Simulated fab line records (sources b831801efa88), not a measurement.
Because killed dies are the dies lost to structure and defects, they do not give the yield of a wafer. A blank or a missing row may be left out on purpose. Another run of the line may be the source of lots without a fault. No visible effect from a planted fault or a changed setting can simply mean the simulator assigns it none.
Split-lot study / flow gf180mcu / 23 wafers read across 5 lots, on a route 602 steps long

ABOUT THE SPLIT
At GF_V4_EXPOSE_11 (exposes mask Via4, target cd 260 nm), the setting dose-mj was moved away from the recipe's 38 on 8 of the 23 wafers read, by -2.9% to +5.7%. For the rest of the wafers, this setting stayed at what the recipe calls for.

FROM THE SPLIT TO THE READING: what the file shows between them, 2 steps
- GF_V4_PEB_12: peb time 90 s
- GF_V4_DEVELOP_13: develop time 60 s

THE READING
Shown in nm: cd-nm at GF_V4_CD_MEAS_14, with target cd 260 nm. On this fab line, fault-free wafers typically give 259.7 nm with a standard deviation of 1.2 nm.

wafer=L074.1; tool, chamber at the split=krf-scanner-01, 0; dose-mj as run=38; against the recipe=recipe; cd-nm, nm=258.9; against lot-mates on the recipe=-
wafer=L074.3; tool, chamber at the split=krf-scanner-01, 0; dose-mj as run=40.18; against the recipe=+5.7%; cd-nm, nm=268.5; against lot-mates on the recipe=+9.0
wafer=L074.4; tool, chamber at the split=krf-scanner-01, 0; dose-mj as run=40.18; against the recipe=+5.7%; cd-nm, nm=267.5; against lot-mates on the recipe=+8.0
wafer=L074.5; tool, chamber at the split=krf-scanner-01, 0; dose-mj as run=38; against the recipe=recipe; cd-nm, nm=259.4; against lot-mates on the recipe=-
wafer=L074.6; tool, chamber at the split=krf-scanner-01, 0; dose-mj as run=38; against the recipe=recipe; cd-nm, nm=260.1; against lot-mates on the recipe=-
wafer=L076.1; tool, chamber at the split=krf-scanner-02, 0; dose-mj as run=37.16; against the recipe=-2.2%; cd-nm, nm=256.9; against lot-mates on the recipe=-2.8
wafer=L076.2; tool, chamber at the split=krf-scanner-02, 0; dose-mj as run=38; against the recipe=recipe; cd-nm, nm=260.3; against lot-mates on the recipe=-
wafer=L076.3; tool, chamber at the split=krf-scanner-02, 0; dose-mj as run=37.16; against the recipe=-2.2%; cd-nm, nm=256.0; against lot-mates on the recipe=-3.6
wafer=L076.5; tool, chamber at the split=krf-scanner-02, 0; dose-mj as run=38; against the recipe=recipe; cd-nm, nm=259.0; against lot-mates on the recipe=-
wafer=L076.6; tool, chamber at the split=krf-scanner-02, 0; dose-mj as run=37.16; against the recipe=-2.2%; cd-nm, nm=255.4; against lot-mates on the recipe=-4.2
wafer=L078.1; tool, chamber at the split=krf-scanner-02, 0; dose-mj as run=38; against the recipe=recipe; cd-nm, nm=257.7; against lot-mates on the recipe=-
wafer=L078.2; tool, chamber at the split=krf-scanner-02, 0; dose-mj as run=38; against the recipe=recipe; cd-nm, nm=257.4; against lot-mates on the recipe=-
wafer=L078.3; tool, chamber at the split=krf-scanner-02, 0; dose-mj as run=38; against the recipe=recipe; cd-nm, nm=259.0; against lot-mates on the recipe=-
wafer=L078.4; tool, chamber at the split=krf-scanner-02, 0; dose-mj as run=38; against the recipe=recipe; cd-nm, nm=258.1; against lot-mates on the recipe=-
wafer=L078.5; tool, chamber at the split=krf-scanner-02, 0; dose-mj as run=38; against the recipe=recipe; cd-nm, nm=257.6; against lot-mates on the recipe=-
wafer=L079.1; tool, chamber at the split=krf-scanner-02, 0; dose-mj as run=38; against the recipe=recipe; cd-nm, nm=260.5; against lot-mates on the recipe=-
wafer=L079.4; tool, chamber at the split=krf-scanner-02, 0; dose-mj as run=38; against the recipe=recipe; cd-nm, nm=260.3; against lot-mates on the recipe=-
wafer=L079.6; tool, chamber at the split=krf-scanner-02, 0; dose-mj as run=38; against the recipe=recipe; cd-nm, nm=260.5; against lot-mates on the recipe=-
wafer=L085.1; tool, chamber at the split=krf-scanner-02, 0; dose-mj as run=36.88; against the recipe=-2.9%; cd-nm, nm=256.4; against lot-mates on the recipe=-4.2
wafer=L085.2; tool, chamber at the split=krf-scanner-02, 0; dose-mj as run=36.88; against the recipe=-2.9%; cd-nm, nm=256.4; against lot-mates on the recipe=-4.2
wafer=L085.3; tool, chamber at the split=krf-scanner-02, 0; dose-mj as run=38; against the recipe=recipe; cd-nm, nm=259.9; against lot-mates on the recipe=-
wafer=L085.4; tool, chamber at the split=krf-scanner-02, 0; dose-mj as run=38; against the recipe=recipe; cd-nm, nm=261.4; against lot-mates on the recipe=-
wafer=L085.6; tool, chamber at the split=krf-scanner-02, 0; dose-mj as run=36.88; against the recipe=-2.9%; cd-nm, nm=255.2; against lot-mates on the recipe=-5.4

THE FIT
A straight line over all 23 wafers: cd-nm changes by +1.42 nm for each +1% of dose-mj; r = +0.94; the points scatter about the line by 1.1 nm.
The same after taking each lot's own level away (the mean of its wafers on the recipe; 23 wafers): +1.52 nm for each +1%; r = +0.99; scatter 0.58 nm.
Per that fit: largest dose-mj move, reading shift of 8.7 nm.
The lots' own levels span 257.96 to 260.65 nm, that is 2.2 times the standard deviation above.
The two slopes agree, so the slope changes little with the lot-to-lot level.
Check: +8.47 nm against its lot-mates is what the line predicts for one of the wafers moved furthest among these (+5.7%) when that wafer is left out of the fit. It came out at +9.03 nm against them.

OTHER SPLITS ON THESE WAFERS
Before the reading, these wafers also passed through other splits. Each is held against what the fit with the lots' levels taken away leaves over:
other split on the same wafers=GF_M1_SPUTTER_04 power-w; wafers away from the commonest value=5; r with cd-nm (lot level and that fit taken away)=+0.14
other split on the same wafers=GF_V1_CMP_04 leave-above-ref-nm; wafers away from the commonest value=6; r with cd-nm (lot level and that fit taken away)=-0.23
other split on the same wafers=GF_V1_SOFTBAKE_10 temp-c; wafers away from the commonest value=5; r with cd-nm (lot level and that fit taken away)=-0.05
other split on the same wafers=GF_V2_COAT_09 resist-thk-nm; wafers away from the commonest value=5; r with cd-nm (lot level and that fit taken away)=+0.00
other split on the same wafers=GF_V2_SOFTBAKE_10 temp-c; wafers away from the commonest value=9; r with cd-nm (lot level and that fit taken away)=-0.26
other split on the same wafers=GF_M3_SPUTTER_01 power-w; wafers away from the commonest value=4; r with cd-nm (lot level and that fit taken away)=+0.08
other split on the same wafers=GF_M3_SPUTTER_04 power-w; wafers away from the commonest value=5; r with cd-nm (lot level and that fit taken away)=-0.42
other split on the same wafers=GF_V3_SPUTTER_21 power-w; wafers away from the commonest value=8; r with cd-nm (lot level and that fit taken away)=-0.11
other split on the same wafers=GF_M4_SPUTTER_04 power-w; wafers away from the commonest value=10; r with cd-nm (lot level and that fit taken away)=+0.13

THE WHOLE CHAIN: every reading that the file lists as answering this split, in the file's order
step=GF_V4_CD_MEAS_14; what it does=target cd 260 nm; reading=cd-nm; change (the file's fit)=+1.52 nm for each +1% of the setting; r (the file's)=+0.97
step=GF_V4_ETCH_16; what it does=etches BARC in N2/H2; reading=V4.cd-nm (the simulator's own value, which no gauge read); change (the file's fit)=+1.64 nm for each +1% of the setting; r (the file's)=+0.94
step=GF_V4_ETCH_17; what it does=etches SiO2 in C4F8/O2/Ar, stops on TiN, target depth 630 nm; reading=V4.cd-nm (the simulator's own value, which no gauge read); change (the file's fit)=+1.66 nm for each +1% of the setting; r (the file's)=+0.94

FILE'S OWN FIT
cd-nm changes by +1.52 nm for each +1% of dose-mj, r = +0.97.
